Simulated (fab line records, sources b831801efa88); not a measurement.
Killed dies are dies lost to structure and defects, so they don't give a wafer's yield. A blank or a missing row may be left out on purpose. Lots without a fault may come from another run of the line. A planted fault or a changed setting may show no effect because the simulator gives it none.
fab line records | flow sky130
record lots=11 wafers=32 last_day=50
route steps=708 shown METAL3@565 VIA3@580 METAL4@599 PAD_OPEN@708
lots that met no fault: from a run of the same line without faults
start_h: hours from the record's first day to the start of the lot's first wafer shown | wait_h: hours since the lot's step before | " the same as in the row above | L1.1+2: a row that stands for several wafers | - no value, or no start given | * or withheld: withheld | < > ~ a bound
route shown NAME@n: a module of which the file shows steps, and the number in the route of the first | usual: mean/standard deviation of fault-free wafers | same: alike in all rows | chamber/n: place in a boat | sites: the reading at each site | _std_site: their standard deviation | _edge_site: outer sites' mean less inner sites' | radius_mm: how far each site lies from the wafer's centre | mask NAME#n: copy n | behind: the tool/chamber that last shaped the wafer | hold: why the lot was held/for how many hours/how that ended | device: the transistor (n, p or np) that didn't switch | end of line: the same wafers' tests at the end of the route | a step without rows: its recipe alone | killed: dies lost to structure and defects at the first sort, not the wafer's yield | map: a wafer's dies, x killed, . not, _ none there
set.NAME: the setting as run; set.NAME@STEP: as run at that earlier step | model.NAME: the simulator's own value behind a step, which no gauge read
steps of the route over a sample of lots; a table a step, a row a wafer
services: from which hour (start_h, from the record's first day; less than 0 if before it) a tool's chamber was out of use, for how many hours, and why
## steps
# step SKY_METAL3_DESCUM_15
# recipe chemistry=O2 source_power_w=150 bias_power_w=0 pressure_mtorr=10 temp_c=40 time_s=8
# usual drypump_motor_current_A=5.7/0.45 oes_product_au=1.000/0.0068
# columns lot.wafer tool chamber start_h wait_h drypump_motor_current_A oes_product_au rf_hours_counter_h
L904.1 rie_metal-01 0 869.76 0.0 6.3 1.001 3
L904.4 " 0 " " 6.3 0.994 -
L904.6 " 1 " " 5.2 1.003 -
L905.2 rie_metal-01 1 896.51 0.0 5.2 0.992 7
L905.3 " 1 " " 5.2 1.002 -
L905.4 " 0 " " 6.3 0.997 -
L906.2 rie_metal-01 1 917.91 0.0 5.2 0.999 8
L906.3 " 1 " " 5.2 0.999 -
L906.6 " 1 " " 5.2 0.998 -
L908.2 rie_metal-03 1 938.96 0.0 5.2 0.997 5
L908.3 " 0 " " 6.0 1.006 -
L908.6 " 0 " " 6.0 0.998 -
L909.1 rie_metal-03 1 943.92 0.0 5.1 0.989 5
L909.5 " 0 " " 6.0 1.008 -
L909.6 " 1 " " 5.1 1.001 -
L913.1 rie_metal-01 0 980.61 0.0 6.3 1.005 8
L913.5 " 0 " " 6.3 0.994 -
L913.6 " 1 " " 5.2 0.988 -
L914.1 rie_metal-01 0 986.96 0.0 6.3 0.998 9
L914.3 " 1 " " 5.2 1.008 -
L914.5 " 0 " " 6.3 1.006 -
L917.2 rie_metal-04 0 1031.61 0.0 6.0 0.997 20
L917.3 " 0 " " 6.0 0.986 -
L917.6 " 0 " " 6.0 1.008 -
L918.1 rie_metal-03 0 1035.96 0.0 6.0 0.994 12
L918.3 " 1 " " 5.2 1.002 -
L918.5 " 1 " " 5.2 1.007 -
L921.2 rie_metal-04 0 1036.97 0.0 6.1 0.997 21
L921.6 " 1 " " 5.5 0.994 -
L924.1 rie_metal-04 1 1052.32 0.0 5.5 1.003 17
L924.4 " 1 " " 5.5 1.006 -
L924.6 " 1 " " 5.5 1.006 -
# step SKY_VIA3_COAT_07
# recipe resist=KrF-thick spin_rpm=3000 resist_thk_nm=450
# usual dispense_pressure_kPa=51/4.4 resist_line_temp_C=23.01/0.094
# columns lot.wafer tool chamber start_h wait_h dispense_pressure_kPa resist_line_temp_C
L904.1 litho_track-02 0 884 - 56 23.04
L904.4 " 0 " " 56 23.02
L904.6 " 0 " " 56 22.82
L905.2 litho_track-02 0 911 - 56 23.14
L905.3 " 0 " " 56 22.86
L905.4 " 0 " " 56 22.88
L906.2 litho_track-03 0 931 - 56 22.94
L906.3 " 0 " " 56 23.04
L906.6 " 0 " " 56 23.00
L908.2 litho_track-03 0 952 - 56 23.14
L908.3 " 0 " " 56 23.05
L908.6 " 0 " " 56 23.02
L909.1 litho_track-01 0 956 - 47 23.14
L909.5 " 0 " " 47 23.02
L909.6 " 0 " " 47 23.02
L913.1 litho_track-02 0 994 - 56 23.02
L913.5 " 0 " " 56 22.85
L913.6 " 0 " " 56 22.98
L914.1 litho_track-01 0 999 - 47 23.12
L914.3 " 0 " " 47 23.04
L914.5 " 0 " " 47 22.86
L917.2 litho_track-02 0 1043 - 56 23.09
L917.3 " 0 " " 56 23.04
L917.6 " 0 " " 56 23.08
L918.1 litho_track-01 0 1047 - 47 23.15
L918.3 " 0 " " 47 23.06
L918.5 " 0 " " 47 23.14
L921.2 litho_track-01 0 1048 - 47 23.05
L921.6 " 0 " " 47 23.05
L924.1 litho_track-03 0 1064 - 56 22.96
L924.4 " 0 " " 56 23.15
L924.6 " 0 " " 56 23.06
# step SKY_VIA3_STRIP_16
# recipe chemistry=O2/N2 power_w=1400 pressure_mtorr=1500 platen_temp_c=withheld o2_flow_sccm=3000 n2_flow_sccm=300 overash_fraction=0.5
# usual drypump_motor_current_A=5.8/0.48 n2_flow_sccm=300.1/0.88 oes_product_au=0.402/0.0045 strip_time_to_endpoint_s=4.128/0.017
# columns lot.wafer tool chamber start_h wait_h drypump_motor_current_A n2_flow_sccm oes_product_au rf_hours_counter_h strip_time_to_endpoint_s
L904.1 plasma_asher-02 0 896.42 0.0 6.4 300.0 0.404 107 4.146
L904.4 " 0 " " 6.4 299.9 0.407 - 4.152
L904.6 " 1 " " 6.3 300.3 0.411 - 4.157
L905.2 plasma_asher-01 0 924.51 0.0 5.4 300.1 0.403 19 4.125
L905.3 " 1 " " 5.9 299.1 0.404 - 4.131
L905.4 " 0 " " 5.4 299.6 0.398 - 4.117
L906.2 plasma_asher-04 0 944.88 0.0 6.3 299.1 0.401 50 4.126
L906.3 " 0 " " 6.3 299.0 0.404 - 4.135
L906.6 " 0 " " 6.3 299.2 0.402 - 4.139
L908.2 plasma_asher-04 0 965.48 0.0 6.3 299.8 0.411 52 4.153
L908.3 " 1 " " 5.1 299.5 0.401 - 4.113
L908.6 " 0 " " 6.3 300.1 0.405 - 4.130
L909.1 plasma_asher-02 0 970.08 0.0 6.4 301.9 0.408 114 4.145
L909.5 " 1 " " 6.3 301.3 0.404 - 4.135
L909.6 " 0 " " 6.4 300.8 0.406 - 4.130
L913.1 plasma_asher-01 0 1006.12 0.0 5.4 300.5 0.404 27 4.116
L913.5 " 1 " " 6.0 299.8 0.401 - 4.125
L913.6 " 0 " " 5.4 300.1 0.402 - 4.150
L914.1 plasma_asher-02 0 1012.52 0.0 6.4 298.7 0.406 118 4.135
L914.3 " 1 " " 6.3 298.9 0.404 - 4.095
L914.5 " 1 " " 6.3 299.0 0.397 - 4.142
L917.2 plasma_asher-01 0 1054.66 0.0 5.4 300.2 0.405 31 4.119
L917.3 " 0 " " 5.4 299.0 0.405 - 4.110
L917.6 " 1 " " 5.9 301.6 0.397 - 4.101
L918.1 plasma_asher-01 0 1059.26 0.0 5.4 299.4 0.420 31 4.693
L918.3 " 1 " " 5.9 299.4 0.400 - 4.149
L918.5 " 1 " " 5.9 299.9 0.403 - 4.106
L921.2 plasma_asher-01 1 1061.21 0.0 5.8 299.0 0.400 31 4.126
L921.6 " 1 " " 5.9 298.5 0.428 - 4.692
L924.1 plasma_asher-01 1 1075.23 0.0 5.9 299.5 0.395 33 4.133
L924.4 " 1 " " 5.9 298.8 0.402 - 4.135
L924.6 " 1 " " 5.9 299.8 0.398 - 4.142
# step SKY_VIA3_CVD_21
# recipe material=W target_thk_nm=390 time_s=117.31 temp_c=400 pressure_torr=40
# usual chamber_pressure_Torr=40.00/0.085 heater_power_w=831/110
# columns lot.wafer tool chamber start_h wait_h chamber_pressure_Torr heater_power_w
L904.1 cvd_w-01 1 897.07 0.0 39.99 762
L904.4 " 1 " " 40.02 779
L904.6 " 0 " " 40.08 788
L905.2 cvd_w-01 0 925.20 0.0 40.00 793
L905.3 " 1 " " 39.98 768
L905.4 " 0 " " 40.10 777
L906.2 cvd_w-02 1 945.53 0.0 40.06 713
L906.3 " 0 " " 40.19 1002
L906.6 " 0 " " 40.11 970
L908.2 cvd_w-02 0 966.14 0.0 39.92 975
L908.3 " 1 " " 40.05 745
L908.6 " 1 " " 40.12 715
L909.1 cvd_w-02 1 970.73 0.0 40.00 701
L909.5 " 0 " " 39.99 1005
L909.6 " 1 " " 40.07 723
L913.1 cvd_w-02 0 1006.84 0.0 40.03 990
L913.5 " 1 " " 40.11 717
L913.6 " 0 " " 40.04 1003
L914.1 cvd_w-01 0 1013.28 0.0 39.96 766
L914.3 " 1 " " 39.92 770
L914.5 " 1 " " 39.87 794
L917.2 cvd_w-02 1 1055.32 0.0 39.87 711
L917.3 " 1 " " 39.99 720
L917.6 " 0 " " 39.82 995
L918.1 cvd_w-01 0 1059.91 0.0 40.05 789
L918.3 " 1 " " 40.03 802
L918.5 " 0 " " 40.12 794
L921.2 cvd_w-02 1 1061.86 0.0 40.14 744
L921.6 " 0 " " 40.05 1041
L924.1 cvd_w-01 1 1075.88 0.0 39.99 801
L924.4 " 0 " " 39.92 799
L924.6 " 1 " " 40.02 799
# step SKY_METAL4_SPUTTER_01
# recipe material=TiN target_thk_nm=20 power_w=6500 time_s=16.7 chamber_pressure_pa=0.4
# usual throttle_valve_pct=30.0/1.2
# columns lot.wafer tool chamber start_h wait_h throttle_valve_pct
L904.1 pvd_sputter-03 - 897.70 0.0 30.7
L904.4 " - " " 29.1
L904.6 " - " " 29.2
L905.2 pvd_sputter-01 - 925.82 0.0 30.2
L905.3 " - " " 32.8
L905.4 " - " " 28.4
L906.2 pvd_sputter-02 - 946.16 0.0 31.5
L906.3 " - " " 28.2
L906.6 " - " " 28.4
L908.2 pvd_sputter-03 - 966.76 0.0 29.1
L908.3 " - " " 29.5
L908.6 " - " " 30.8
L909.1 pvd_sputter-01 - 971.36 0.0 30.0
L909.5 " - " " 30.2
L909.6 " - " " 28.6
L913.1 pvd_sputter-02 - 1007.47 0.0 28.4
L913.5 " - " " 30.3
L913.6 " - " " 28.1
L914.1 pvd_sputter-02 - 1013.91 0.0 30.1
L914.3 " - " " 31.9
L914.5 " - " " 29.1
L917.2 pvd_sputter-03 - 1055.95 0.0 30.8
L917.3 " - " " 29.9
L917.6 " - " " 30.8
L918.1 pvd_sputter-02 - 1060.54 0.0 30.1
L918.3 " - " " 31.5
L918.5 " - " " 29.3
L921.2 pvd_sputter-01 - 1062.50 0.0 32.9
L921.6 " - " " 29.7
L924.1 pvd_sputter-03 - 1076.51 0.0 30.6
L924.4 " - " " 29.8
L924.6 " - " " 31.0
# step SKY_PAD_OPEN_PROBE_99
# usual defect_limited_yield=82.5/1.8 killed_at_M0_to_M3=43/6.6 killed_at_M4_up=3.2/1.8 killed_at_contacts=24/5 killed_at_front_end=15/4.5 killed_at_other=0.2/0.46 killed_dies=86/8.8 killed_open=48/6.6 killed_short=38/6.1 sort_bin_3_pad_short=0.8/0.42 sort_bin_5_function=10.4/1.4 sort_bin_6_memory=6.3/1 sort_n_pass=406/8.8 sort_yield_pct=82.5/1.8
# same gross_dies=492 killed_at_back_side=0 sort_bin_4_leakage[%]=0 sort_bin_8_speed[%]=0
# columns lot.wafer tool chamber start_h wait_h defect_limited_yield[%] killed_at_M0_to_M3 killed_at_M4_up killed_at_contacts killed_at_front_end killed_at_other killed_dies killed_open killed_short sort_bin_3_pad_short[%] sort_bin_5_function[%] sort_bin_6_memory[%] sort_n_pass sort_yield_pct[%]
L918.1 prober-01 - 1183.26 0.1 82.9 51 1 24 8 0 84 46 38 0.6 10.6 5.9 408 82.9
L918.3 prober-01 - 1183.36 0.2 79.1 52 3 30 18 0 103 52 51 2.0 12.0 6.9 389 79.1
L918.5 prober-01 - 1183.46 0.2 81.1 49 4 29 11 0 93 60 33 1.2 11.2 6.5 399 81.1
L921.2 prober-02 - 1184.86 0.1 84.8 42 0 16 17 0 75 39 36 1.0 9.8 4.5 417 84.8
L921.6 prober-02 - 1185.06 0.2 82.5 39 3 25 19 0 86 50 36 1.0 11.4 5.1 406 82.5
# killed by level:class
L918.1 CONTACT:geometric_particle:open=10 VIA1:geometric_particle:short=8 LI_CONTACT:geometric_particle:open=8 VIA1:geometric_particle:open=8 VIA2:geometric_particle:open=7 METAL1:geometric_particle:open=5 METAL1:geometric_particle:short=5 METAL2:geometric_particle:short=5
L918.3 CONTACT:geometric_particle:open=12 VIA1:geometric_particle:open=10 METAL2:geometric_particle:short=7 VIA2:geometric_particle:open=7 CONTACT:geometric_particle:short=7 VIA3:geometric_particle:open=7 VIA1:geometric_particle:short=6 POLY_GATE:geometric_particle:short=5
L918.5 CONTACT:geometric_particle:open=12 VIA2:geometric_particle:open=12 VIA1:geometric_particle:open=11 LI_CONTACT:geometric_particle:open=10 METAL1:geometric_particle:short=6 METAL2:geometric_particle:short=5 FIELD_ISO:geometric_particle:open=4 POLY_GATE:geometric_particle:open=4
L921.2 VIA3:geometric_particle:open=9 VIA1:geometric_particle:short=7 VIA1:geometric_particle:open=7 FIELD_ISO:geometric_particle:short=6 LI_CONTACT:geometric_particle:open=6 CONTACT:geometric_particle:open=5 POLY_GATE:geometric_particle:short=4 POLY_GATE:geometric_particle:open=4
L921.6 VIA1:geometric_particle:open=12 CONTACT:geometric_particle:open=9 CONTACT:geometric_particle:short=7 LI_CONTACT:geometric_particle:open=6 VIA3:geometric_particle:open=5 FIELD_ISO:geometric_particle:open=4 POLY_GATE:geometric_particle:short=4 METAL2:geometric_particle:open=4
## services
# columns tool chamber start_h hours kind
cvd_w-02 0 867.46 11.8 repair
plasma_asher-01 - 874.03 6.4 pm
rie_metal-03 - 893.75 14.6 pm
cvd_w-02 - 904.00 14.0 pm
cvd_w-02 0 904.00 14.0 vent_cycle
cvd_w-02 1 904.00 14.0 vent_cycle
plasma_asher-04 - 916.72 0.7 repair
cvd_w-02 0 918.00 - clean
rie_metal-03 - 957.29 10.0 pm
pvd_sputter-02 - 974.43 3.5 repair
pvd_sputter-03 - 977.65 3.0 repair
pvd_sputter-02 - 980.73 1.7 repair
cvd_w-01 0 985.07 13.8 repair
rie_metal-04 - 989.88 2.2 repair
cvd_w-01 - 990.89 0.7 repair
cvd_w-02 - 1013.26 6.0 pm
pvd_sputter-02 - 1018.61 3.8 repair
plasma_asher-01 - 1022.95 4.7 repair
cvd_w-02 - 1035.08 4.3 pm
rie_metal-03 - 1042.06 2.8 pm
plasma_asher-01 - 1047.35 2.8 pm
rie_metal-04 0 1048.29 6.2 repair
plasma_asher-02 - 1055.25 9.0 pm
cvd_w-01 0 1060.78 10.8 repair
## key
first_sign step=SKY_VIA3_STRIP_16 reading=strip_time_to_endpoint_s direction=up sigmas=33 usual=* struck=*
effect step=SKY_VIA3_STRIP_16 reading=oes_product_au direction=up sigmas=5 usual=0.402 struck=0.424
met_at SKY_VIA3_COAT_07
struck_lots L918,L921
struck_wafers L918.1,L921.6
not_acting_at SKY_METAL3_DESCUM_15,SKY_VIA3_CVD_21,SKY_METAL4_SPUTTER_01
fault kind=process_parameter_drift tool=litho_track-01 chamber=- onset_h=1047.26 steps=SKY_VIA3_COAT_07 channel=resist_thk_nm offset=51.885 shape=step end_h=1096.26 scope=struck_wafers_only acts_in=these_recipes_only stated=450
